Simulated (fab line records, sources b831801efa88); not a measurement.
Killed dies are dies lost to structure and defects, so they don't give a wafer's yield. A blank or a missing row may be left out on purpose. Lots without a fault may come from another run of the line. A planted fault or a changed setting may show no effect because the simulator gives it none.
Chamber matching | flow sky130 | SKY_FIELD_ISO_ETCH_15 on rie_diel-04: 4 sister chambers
The step etches the open film in CHF3/O2, stops on Si, target depth 180 nm, time 72 s. 8 wafers are shown with their chamber, then 8 later ones without.

WAFERS WITH THEIR CHAMBER
wafer  | chamber | drypump_motor_current_A (A) | throttle_valve_pct (%)
L089.2 | 2       | 5.3                         | 8.849
L090.2 | 2       | 5.2                         | 8.858
L090.5 | 0       | 5.9                         | 8.858
L090.6 | 1       | 5.8                         | 8.834
L091.1 | 3       | 6.0                         | 8.846
L091.5 | 1       | 5.9                         | 8.855
L091.6 | 0       | 5.9                         | 8.860
L092.3 | 3       | 6.0                         | 8.841

WAFERS WITHOUT THEIR CHAMBER
wafer  | drypump_motor_current_A (A) | throttle_valve_pct (%)
L092.5 | 5.9                         | 8.843
L092.6 | 5.3                         | 8.855
L095.1 | 6.0                         | 8.853
L095.4 | 5.2                         | 8.829
L095.5 | 6.0                         | 8.845
L096.3 | 5.3                         | 8.844
L096.5 | 5.9                         | 8.844
L096.6 | 6.1                         | 8.832

WHICH CHAMBER EACH WENT THROUGH
wafer  | from the rows above          | in truth
L092.5 | can't be placed: 1 or 0 or 3 | 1
L092.6 | 2                            | 2
L095.1 | can't be placed: 3 or 0      | 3
L095.4 | 2                            | 2
L095.5 | 3                            | 3
L096.3 | 2                            | 2
L096.5 | can't be placed: 1 or 0 or 3 | 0
L096.6 | 3                            | 3
Placed correctly: 5 of 8. Can't be placed from these rows: 3 (the true chamber is among the candidates in 3). Placed wrongly: 0.
How it was worked out, from the rows above alone: a wafer's distance from a chamber is the root of the sum, over the readings, of the square of ((its reading less the chamber's mean) divided by the reading's scatter). The wafer belongs to the nearest chamber; if the next one is less than 2 further off, it can't be placed. A chamber's mean is the mean of its shown wafers. The scatter: the root of (the sum of the squares of (reading less its chamber's mean) over the shown wafers, divided by (wafers less chambers)).
